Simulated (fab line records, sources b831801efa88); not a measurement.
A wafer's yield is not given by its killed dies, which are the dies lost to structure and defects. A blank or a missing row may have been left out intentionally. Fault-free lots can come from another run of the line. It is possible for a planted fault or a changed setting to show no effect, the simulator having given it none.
Which tool did it? :: flow gf180mcu :: 12 lots, 36 wafers sampled, at 5 steps of a route of 602

== WHAT THE GAUGES READ, wafer by wafer ==
GF_CONTACT_THK_MEAS_01. Usual: CONTACT_CVD_00_THK 299 nm, standard deviation 4.
lot: L290
measured: day 14 22:40
on: film_metro-01
CONTACT_CVD_00_THK (nm): 299 292 300
flag: 

lot: L291
measured: day 15 11:26
on: film_metro-02
CONTACT_CVD_00_THK (nm): 303 302 297
flag: 

lot: L293
measured: day 16 00:40
on: film_metro-02
CONTACT_CVD_00_THK (nm): 296 301 292
flag: 

lot: L294
measured: day 16 14:31
on: film_metro-03
CONTACT_CVD_00_THK (nm): 304 304 302
flag: 

lot: L295
measured: day 16 23:25
on: film_metro-03
CONTACT_CVD_00_THK (nm): 298 303 299
flag: 

lot: L296
measured: day 17 11:22
on: film_metro-01
CONTACT_CVD_00_THK (nm): 303 298 296
flag: 

lot: L298
measured: day 17 22:31
on: film_metro-03
CONTACT_CVD_00_THK (nm): 293 298 300
flag: 

lot: L300
measured: day 18 19:13
on: film_metro-02
CONTACT_CVD_00_THK (nm): 302 298 301
flag: 

lot: L301
measured: day 19 02:25
on: film_metro-03
CONTACT_CVD_00_THK (nm): 302 298 300
flag: 

lot: L302
measured: day 19 16:14
on: film_metro-02
CONTACT_CVD_00_THK (nm): 293 300 294
flag: 

lot: L309
measured: day 21 22:37
on: film_metro-02
CONTACT_CVD_00_THK (nm): 444 303 300 443 303 300
flag: OFF

lot: L312
measured: day 22 23:37
on: film_metro-01
CONTACT_CVD_00_THK (nm): 301 293 294
flag: 

GF_CONTACT_THK_MEAS_26: measures by xrf. Usual: CONTACT_W_THK 286 nm, standard deviation 5.2.
lot: L290
measured: day 15 21:52
on: film_metro-01
CONTACT_W_THK (nm): 285 279 286
flag: 

lot: L291
measured: day 16 10:12
on: film_metro-01
CONTACT_W_THK (nm): 286 281 286
flag: 

lot: L293
measured: day 17 00:14
on: film_metro-01
CONTACT_W_THK (nm): 279 284 279
flag: 

lot: L294
measured: day 17 15:06
on: film_metro-01
CONTACT_W_THK (nm): 284 284 278
flag: 

lot: L295
measured: day 17 23:20
on: film_metro-01
CONTACT_W_THK (nm): 286 281 282
flag: 

lot: L296
measured: day 18 12:02
on: film_metro-02
CONTACT_W_THK (nm): 289 288 285
flag: 

lot: L298
measured: day 18 23:32
on: film_metro-01
CONTACT_W_THK (nm): 279 290 290
flag: 

lot: L300
measured: day 19 20:54
on: film_metro-03
CONTACT_W_THK (nm): 296 287 293
flag: 

lot: L301
measured: day 20 03:59
on: film_metro-03
CONTACT_W_THK (nm): 288 285 290
flag: 

lot: L302
measured: day 20 17:41
on: film_metro-03
CONTACT_W_THK (nm): 283 280 294
flag: 

lot: L309
measured: day 22 23:36
on: film_metro-03
CONTACT_W_THK (nm): 290 289 278
flag: 

lot: L312
measured: day 23 23:42
on: film_metro-02
CONTACT_W_THK (nm): 289 294 294
flag: 

== EACH LOT AND THE TOOL THAT RAN IT (in order: tool; ch and the chambers of the sampled wafers; start) ==
lot: L290
GF_SAB_STRIP_13: plasma_asher-04 ch 0,1, day 14 21:50
GF_CONTACT_CVD_00: hdpcvd-01 ch 1,2, day 14 22:37
GF_CONTACT_ETCH_17: rie_diel-03 ch 1,2, day 15 21:52 or earlier

lot: L291
GF_SAB_STRIP_13: plasma_asher-02 ch 0,1, day 15 10:41
GF_CONTACT_CVD_00: hdpcvd-02 ch 1,2, day 15 11:22
GF_CONTACT_ETCH_17: rie_diel-04 ch 0,1,3, day 16 10:12 or earlier

lot: L293
GF_SAB_STRIP_13: plasma_asher-01 ch 0,1, day 15 23:54
GF_CONTACT_CVD_00: hdpcvd-01 ch 0,1,2, day 16 00:37
GF_CONTACT_ETCH_17: rie_diel-04 ch 2,3, day 17 00:14 or earlier

lot: L294
GF_SAB_STRIP_13: plasma_asher-04 ch 0,1, day 16 13:45
GF_CONTACT_CVD_00: hdpcvd-01 ch 0,2, day 16 14:28
GF_CONTACT_ETCH_17: rie_diel-04 ch 1,2, day 17 15:06 or earlier

lot: L295
GF_SAB_STRIP_13: plasma_asher-04 ch 0,1, day 16 22:39
GF_CONTACT_CVD_00: hdpcvd-01 ch 0,1, day 16 23:22
GF_CONTACT_ETCH_17: rie_diel-02 ch 1,3, day 17 23:20 or earlier

lot: L296
GF_SAB_STRIP_13: plasma_asher-01 ch 0,1, day 17 10:37
GF_CONTACT_CVD_00: hdpcvd-02 ch 0,2, day 17 11:20
GF_CONTACT_ETCH_17: rie_diel-02 ch 0,1,2, day 18 12:02 or earlier

lot: L298
GF_SAB_STRIP_13: plasma_asher-04 ch 0,1, day 17 21:43
GF_CONTACT_CVD_00: hdpcvd-01 ch 0,1,2, day 17 22:28
GF_CONTACT_ETCH_17: rie_diel-02 ch 0,1,2, day 18 23:32 or earlier

lot: L300
GF_SAB_STRIP_13: plasma_asher-01 ch 0, day 18 18:28
GF_CONTACT_CVD_00: hdpcvd-01 ch 0,2, day 18 19:11
GF_CONTACT_ETCH_17: rie_diel-04 ch 0,3, day 19 20:54 or earlier

lot: L301
GF_SAB_STRIP_13: plasma_asher-02 ch 0,1, day 19 01:40
GF_CONTACT_CVD_00: hdpcvd-02 ch 1,2, day 19 02:23
GF_CONTACT_ETCH_17: rie_diel-02 ch 0,1,3, day 20 03:59 or earlier

lot: L302
GF_SAB_STRIP_13: plasma_asher-01 ch 0,1, day 19 15:27
GF_CONTACT_CVD_00: hdpcvd-01 ch 0,1,2, day 19 16:11
GF_CONTACT_ETCH_17: rie_diel-03 ch 0,2, day 20 17:41 or earlier

lot: L309
GF_SAB_STRIP_13: plasma_asher-02 ch 1, day 21 21:50
GF_CONTACT_CVD_00: hdpcvd-02 ch 0,1,2, day 21 22:34
GF_CONTACT_ETCH_17: rie_diel-04 ch 0,2,3, day 22 23:36 or earlier

lot: L312
GF_SAB_STRIP_13: plasma_asher-01 ch 0,1, day 22 22:47
GF_CONTACT_CVD_00: hdpcvd-01 ch 0,1, day 22 23:34
GF_CONTACT_ETCH_17: rie_diel-04 ch 0,2,3, day 23 23:42 or earlier
- GF_SAB_STRIP_13: strips in O2/N2.
- GF_CONTACT_CVD_00: deposits SiO2, target thk 300 nm, time 50 s.
- GF_CONTACT_ETCH_17: etches SiO2 in C4F8/O2/Ar, stops on CoSi2, target depth 860 nm.

== AS READ BY THE TOOLS THEMSELVES (means over the sampled wafers that have a number; for cases with no such wafer, the mark the record gives instead) ==
GF_SAB_STRIP_13. Usual: drypump_motor_current_A 5.9 A, standard deviation 0.42; heater_power_w 344 W, standard deviation 24; oes_product_au 0.710 a.u., standard deviation 0.0047; strip_time_to_endpoint_s 12.51 s, standard deviation 0.032.
lot: L290
tool: plasma_asher-04
drypump_motor_current_A (A): 5.8
heater_power_w (W): 339
oes_product_au (a.u.): 0.711
strip_time_to_endpoint_s (s): 12.50
flag: 

lot: L291
tool: plasma_asher-02
drypump_motor_current_A (A): 5.9
heater_power_w (W): 356
oes_product_au (a.u.): 0.711
strip_time_to_endpoint_s (s): 12.54
flag: 

lot: L293
tool: plasma_asher-01
drypump_motor_current_A (A): 6.2
heater_power_w (W): 333
oes_product_au (a.u.): 0.707
strip_time_to_endpoint_s (s): 12.51
flag: 

lot: L294
tool: plasma_asher-04
drypump_motor_current_A (A): 5.9
heater_power_w (W): 357
oes_product_au (a.u.): 0.710
strip_time_to_endpoint_s (s): 12.47
flag: 

lot: L295
tool: plasma_asher-04
drypump_motor_current_A (A): 5.9
heater_power_w (W): 354
oes_product_au (a.u.): 0.711
strip_time_to_endpoint_s (s): 12.45
flag: 

lot: L296
tool: plasma_asher-01
drypump_motor_current_A (A): 6.2
heater_power_w (W): 330
oes_product_au (a.u.): 0.711
strip_time_to_endpoint_s (s): 12.50
flag: 

lot: L298
tool: plasma_asher-04
drypump_motor_current_A (A): 5.8
heater_power_w (W): 339
oes_product_au (a.u.): 0.712
strip_time_to_endpoint_s (s): 12.51
flag: 

lot: L300
tool: plasma_asher-01
drypump_motor_current_A (A): 5.5
heater_power_w (W): 364
oes_product_au (a.u.): 0.714
strip_time_to_endpoint_s (s): 12.48
flag: 

lot: L301
tool: plasma_asher-02
drypump_motor_current_A (A): 5.9
heater_power_w (W): 357
oes_product_au (a.u.): 0.707
strip_time_to_endpoint_s (s): 12.46
flag: 

lot: L302
tool: plasma_asher-01
drypump_motor_current_A (A): 6.2
heater_power_w (W): 327
oes_product_au (a.u.): 0.706
strip_time_to_endpoint_s (s): 12.51
flag: 

lot: L309
tool: plasma_asher-02
drypump_motor_current_A (A): 6.0
heater_power_w (W): 358
oes_product_au (a.u.): 0.712
strip_time_to_endpoint_s (s): 12.49
flag: 

lot: L312
tool: plasma_asher-01
drypump_motor_current_A (A): 6.2
heater_power_w (W): 324
oes_product_au (a.u.): 0.711
strip_time_to_endpoint_s (s): 12.54
flag: 

GF_CONTACT_CVD_00. Usual: sih4_flow_sccm 59.99 sccm, standard deviation 0.17; susceptor_temp_C 400.01 C, standard deviation 0.22.
lot: L290
tool: hdpcvd-01
sih4_flow_sccm (sccm): 60.19
susceptor_temp_C (C): 400.06
flag: 

lot: L291
tool: hdpcvd-02
sih4_flow_sccm (sccm): 59.88
susceptor_temp_C (C): 399.88
flag: 

lot: L293
tool: hdpcvd-01
sih4_flow_sccm (sccm): 60.08
susceptor_temp_C (C): 400.03
flag: 

lot: L294
tool: hdpcvd-01
sih4_flow_sccm (sccm): 59.99
susceptor_temp_C (C): 400.06
flag: 

lot: L295
tool: hdpcvd-01
sih4_flow_sccm (sccm): 60.03
susceptor_temp_C (C): 400.29
flag: 

lot: L296
tool: hdpcvd-02
sih4_flow_sccm (sccm): 60.07
susceptor_temp_C (C): 399.61
flag: 

lot: L298
tool: hdpcvd-01
sih4_flow_sccm (sccm): 60.09
susceptor_temp_C (C): 400.30
flag: 

lot: L300
tool: hdpcvd-01
sih4_flow_sccm (sccm): 60.06
susceptor_temp_C (C): 399.88
flag: 

lot: L301
tool: hdpcvd-02
sih4_flow_sccm (sccm): 60.02
susceptor_temp_C (C): 399.96
flag: 

lot: L302
tool: hdpcvd-01
sih4_flow_sccm (sccm): 59.88
susceptor_temp_C (C): 400.02
flag: 

lot: L309
tool: hdpcvd-02
sih4_flow_sccm (sccm): 69.82
susceptor_temp_C (C): 399.97
flag: OFF

lot: L312
tool: hdpcvd-01
sih4_flow_sccm (sccm): 59.99
susceptor_temp_C (C): 400.02
flag: 

GF_CONTACT_ETCH_17. Usual: oes_product_au 0.814 a.u., standard deviation 0.005.
lot: L290
tool: rie_diel-03
oes_product_au (a.u.): 0.814
flag: 

lot: L291
tool: rie_diel-04
oes_product_au (a.u.): 0.815
flag: 

lot: L293
tool: rie_diel-04
oes_product_au (a.u.): 0.813
flag: 

lot: L294
tool: rie_diel-04
oes_product_au (a.u.): 0.809
flag: 

lot: L295
tool: rie_diel-02
oes_product_au (a.u.): 0.814
flag: 

lot: L296
tool: rie_diel-02
oes_product_au (a.u.): 0.816
flag: 

lot: L298
tool: rie_diel-02
oes_product_au (a.u.): 0.810
flag: 

lot: L300
tool: rie_diel-04
oes_product_au (a.u.): 0.814
flag: 

lot: L301
tool: rie_diel-02
oes_product_au (a.u.): 0.819
flag: 

lot: L302
tool: rie_diel-03
oes_product_au (a.u.): 0.812
flag: 

lot: L309
tool: rie_diel-04
oes_product_au (a.u.): 0.841
flag: OFF

lot: L312
tool: rie_diel-04
oes_product_au (a.u.): 0.812
flag: 

== THE ANSWER, worked out from the rows above alone ==
Rule: take the mean of a lot's wafers that have a number; if it is more than 3 standard deviations from the usual mean, the lot is off. Also off: a lot with no number at a reading for which 4 or more lots have one. The other lots that the step has rows for count as sound. The gauges are gone through in route order, then the tools' own readings, and for those a lot's mean is taken as printed above. The first step at which some lot is off is used, and at that step the reading that is off furthest; a lot without a number counts as furthest.
Off: L309, seen at GF_CONTACT_THK_MEAS_01 (CONTACT_CVD_00_THK).
If a tool, at a process step before that reading, ran all the lots that are off and no sound lot after the first of them, it fits. Not tried: the gauges at GF_CONTACT_THK_MEAS_01; whatever is off there is also off at GF_CONTACT_CVD_00, on other tools, and gauge error can't account for it. 2 tools fit, plasma_asher-02 at GF_SAB_STRIP_13 and hdpcvd-02 at GF_CONTACT_CVD_00, so this cannot tell which one it is.

== WHAT THE SIMULATOR HAD PUT IN ==
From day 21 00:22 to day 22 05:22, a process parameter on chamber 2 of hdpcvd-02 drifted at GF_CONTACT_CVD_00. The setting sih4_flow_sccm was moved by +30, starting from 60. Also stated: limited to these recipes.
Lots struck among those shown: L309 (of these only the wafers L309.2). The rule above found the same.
